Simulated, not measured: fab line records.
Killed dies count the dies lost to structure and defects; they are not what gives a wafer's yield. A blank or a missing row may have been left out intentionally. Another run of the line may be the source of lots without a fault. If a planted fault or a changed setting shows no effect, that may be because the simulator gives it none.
Which tool is to blame? -- flow gf180mcu -- 7 lots, 21 wafers sampled, at 1 step of a route of 602

WHAT EACH GAUGE READ, for each wafer
GF_CONTACT_BOW_MEAS_05.
lot,measured,on,CONTACT_BOW (um)
L236,day 16 07:33,film-metro-01,64 60 69
L238,day 16 18:56,film-metro-04,55 69 67
L240,day 17 04:49,film-metro-03,51 67 67
L248,day 20 07:13,film-metro-03,66 62 65
L250,day 21 03:40,film-metro-01,73 74 74
L253,day 22 04:16,film-metro-01,53 66 54
L255,day 22 15:57,film-metro-04,70 63 65

WHICH TOOL RAN EACH LOT (tool, then ch and the chambers of the sampled wafers, then the start)
The record holds no process step before these readings.

THE ANSWER, worked out from the rows above alone
Rule: usual is defined by the lots themselves. Put in order of their means at a reading, lots are off if they are a third of the lots or fewer, leave a main group of 4 or more, and stand apart from it by a gap of 3 or more times the standard deviation of the main group's means; of several such gaps the widest counts. If all means in a main group match to the digits the tables above print for the reading, that group is not used. A lot without any number at a reading at which 4 lots or more have one is off too. Any other lot the step has rows for is counted as sound.
Across all readings shown, no lot is off: no conclusion can be drawn from this.

WHAT THE SIMULATOR HAD INSERTED
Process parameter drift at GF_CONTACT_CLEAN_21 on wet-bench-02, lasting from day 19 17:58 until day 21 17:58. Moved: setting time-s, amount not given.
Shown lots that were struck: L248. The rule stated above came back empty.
